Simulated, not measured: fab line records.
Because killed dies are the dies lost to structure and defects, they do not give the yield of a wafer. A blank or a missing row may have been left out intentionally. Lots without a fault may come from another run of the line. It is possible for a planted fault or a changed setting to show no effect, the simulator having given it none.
Which tool is to blame?    flow gf180mcu    7 lots (21 wafers sampled), 1 step of a 602-step route

## WHAT THE GAUGES SHOWED, per wafer
GF_CONTACT_OVL_MEAS_15.
lot   measured      on          CONTACT_OVL (nm)
L899  day 16 05:56  overlay-01  13 1 7
L904  day 18 14:17  overlay-02  1 -5 5
L907  day 19 14:50  overlay-02  3 -3 -4
L910  day 20 12:57  overlay-01  4 2 0
L912  day 21 04:41  overlay-02  6 -1 4
L914  day 21 23:32  overlay-02  8 -7 2
L916  day 22 11:23  overlay-01  7 -1 8

## EACH LOT AND THE TOOL THAT RAN IT (in order: tool; ch and the chambers of the sampled wafers; start)
No process step before these readings appears in the record.

## THE ANSWER, worked out from the rows above alone
Rule: the lots themselves supply what counts as usual. The widest of any qualifying gaps counts: lots, ordered by their means at a reading, are off when they make up no more than a third of the lots, leave a main group of 4 or more, and stand apart from it by 3 or more times the standard deviation of that group's means. A main group whose means are all the same, to the digits that the tables above print for the reading, isn't used. Also off: a lot with no number at a reading for which 4 or more lots have one. All remaining lots with rows at the step are treated as sound.
Across all readings shown, no lot is off: no conclusion can be drawn from this.

## WHAT WAS PUT IN BY THE SIMULATOR
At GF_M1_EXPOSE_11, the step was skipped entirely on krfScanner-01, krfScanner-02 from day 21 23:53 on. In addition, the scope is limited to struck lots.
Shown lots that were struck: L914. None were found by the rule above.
